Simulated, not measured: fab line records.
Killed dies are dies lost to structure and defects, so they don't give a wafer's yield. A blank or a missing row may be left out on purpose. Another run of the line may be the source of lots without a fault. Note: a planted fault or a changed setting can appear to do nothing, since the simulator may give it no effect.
Struck lot and sound lot, side by side || flow gf180mcu || 32 steps out of a route of 602
Sound: wafers L452.1, L452.2, L452.5. Wafers struck: L460.2, L460.3, L460.4. At the end, the cause is stated.
At each step with rows: each side's tool, then ch and its chambers, then its first start. Under that, the readings that differ: sound wafers || struck wafers || difference of the means || sigmas: that difference in standard deviations of wafers without a fault.
alike: readings with means less than 2 such deviations apart, plus words and numbers identical on both sides. not compared: withheld readings, readings lacking a value on some wafer, bounds such as >300 that could conceal the same value, and numbers that have no deviation in the record and whose values overlap.
The two part at a step that has a row with sigmas, a row that says differs or no value, or rows on one side only. When numbers do not overlap yet have no deviation, they are printed without sigmas and do not part them. A reading that every wafer of one side lacks parts them only if that side has two wafers or more.

first, 1 step without rows for these wafers: GF_HV_LDD_CVD_56 (deposits Si3N4 from DCS/NH3, target thk 90 nm, time 1543 s).
GF_HV_LDD_THK_MEAS_57:
  sound: film-metro-02 at day 15 14:29; struck: film-metro-04 at day 18 02:25
  alike: HV_LDD_CVD_56_THK
GF_HV_LDD_ETCHBACK_58: etches Si3N4 in CH3F/O2, stops on SiO2, time 100 s, target depth 90 nm.
  sound on rie-diel-04 ch 0,3, day 15 14:33; struck on rie-diel-01 ch 0,2,3, day 18 02:28
  alike: bias-w, drypump-motor-current-A, oes-product-au, throttle-valve-pct
  not compared: rf-hours-counter-h
then, 7 steps without rows for these wafers: GF_NSD_DEHYDRATE_00 (time 60 s); GF_NSD_HMDS_01 (prime time 60 s); GF_NSD_COAT_02 (resist thk 1000 nm); GF_NSD_SOFTBAKE_03 (time 60 s); GF_NSD_EXPOSE_04 (exposes mask Nplus, target cd 400 nm); GF_NSD_PEB_05; GF_NSD_DEVELOP_06 (develop time 58.04 s).
GF_NSD_CD_MEAS_07: the cd target is 400 nm.
  sound: cd-sem-01 at day 16 12:58; struck: cd-sem-01 at day 19 03:05
  alike: cd-nm
GF_NSD_OVL_MEAS_08:
  sound: overlay-01 at day 16 13:05; struck: overlay-01 at day 19 03:12
{"reading": "NSD_OVL (nm)", "sound": "4.4 1.0 2.6", "struck": "-0.3 -1.0 -2.7", "difference": -4.0, "sigmas": -3}
GF_NSD_IMPLANT_09:
  sound on implanter-02 ch 0, day 16 13:07; struck on implanter-04 ch 0, day 19 03:15
{"reading": "implant-ion-amu", "sound": "75 75 75", "struck": "49 49 49", "difference": -26, "sigmas": ""}
{"reading": "model.implant.rp-nm (nm)", "sound": "37.39 37.39 37.39", "struck": "44.24 44.24 44.24", "difference": "+6.85", "sigmas": ""}
{"reading": "model.implant.drp-nm (nm)", "sound": "16.15 16.15 16.15", "struck": "21.23 21.23 21.23", "difference": "+5.08", "sigmas": ""}
then, 1 step without rows for these wafers: GF_NSD_IMPLANT_10.
GF_NSD_STRIP_11: strips in O2/N2.
  sound on plasma-asher-01 ch 0,1, day 16 13:25; struck on plasma-asher-03 ch 0,1, day 19 03:32
{"reading": "strip-time-to-endpoint-s (s)", "sound": "22.97 23.00 23.00", "struck": "23.77 23.76 23.77", "difference": "+0.78", "sigmas": "+24"}
  alike: drypump-motor-current-A, heater-power-w, o2-flow-sccm, oes-product-au
  not compared: rf-hours-counter-h
GF_NSD_TW_MEAS_12:
  sound: film-metro-02 at day 16 13:31; struck: film-metro-02 at day 19 03:38
  alike: NSD_TW
then, 7 steps without rows for these wafers: GF_PSD_DEHYDRATE_00 (time 60 s); GF_PSD_HMDS_01 (prime time 60 s); GF_PSD_COAT_02 (resist thk 1000 nm); GF_PSD_SOFTBAKE_03 (time 60 s); GF_PSD_EXPOSE_04 (exposes mask Pplus, target cd 400 nm); GF_PSD_PEB_05; GF_PSD_DEVELOP_06 (develop time 60 s).
GF_PSD_CD_MEAS_07: the cd target is 400 nm.
  sound: cd-sem-01 at day 17 11:55; struck: cd-sem-01 at day 20 04:11
  alike: cd-nm
GF_PSD_OVL_MEAS_08:
  sound: overlay-01 at day 17 12:02; struck: overlay-01 at day 20 04:17
  alike: PSD_OVL
then, 1 step without rows for these wafers: GF_PSD_IMPLANT_09.
GF_PSD_STRIP_10: strips in O2/N2.
  sound on plasma-asher-01 ch 0,1, day 17 12:13; struck on plasma-asher-04 ch 0,1, day 20 04:28
  alike: drypump-motor-current-A, heater-power-w, o2-flow-sccm, oes-product-au, strip-time-to-endpoint-s
  not compared: rf-hours-counter-h
GF_PSD_TW_MEAS_11:
  sound: film-metro-01 at day 17 12:19; struck: film-metro-02 at day 20 04:35
  alike: PSD_TW
then, 1 step without rows for these wafers: GF_PSD_CLEAN_12 (cleans in SC1/SC2, time 150 s).
GF_PSD_RTA_13: time 20 s.
  sound on rtp-anneal-01 ch 0, day 17 12:26; struck on rtp-anneal-02 ch 0, day 20 04:41
{"reading": "lamp-power-pct (%)", "sound": "29.4 29.5 29.4", "struck": "35.2 35.2 35.2", "difference": "+5.8", "sigmas": "+2"}
{"reading": "wafer_temp_C_max", "sound": "1029.2 1029.3 1028.6", "struck": "1031.7 1032.7 1033.2", "difference": "+3.5", "sigmas": "+2"}
GF_PSD_RS_MEAS_14: a four-point-probe measurement.
  sound: film-metro-01 at day 17 12:31; struck: film-metro-03 at day 20 04:47
{"reading": "NSD_RS (ohm/sq)", "sound": "46.03 46.19 46.15", "struck": "- - -", "difference": "no value on the struck wafers", "sigmas": ""}
GF_PSD_RS_MEAS_15: a four-point-probe measurement.
  sound: film-metro-01 at day 17 12:38; struck: film-metro-03 at day 20 04:54
  alike: PSD_RS

== WHERE THEY PART ==
First at GF_NSD_OVL_MEAS_08; last, within this record, at GF_PSD_RS_MEAS_14. Later steps at which nothing parts them and some readings are alike: GF_PSD_RS_MEAS_15.

WHY: what the simulator had put in
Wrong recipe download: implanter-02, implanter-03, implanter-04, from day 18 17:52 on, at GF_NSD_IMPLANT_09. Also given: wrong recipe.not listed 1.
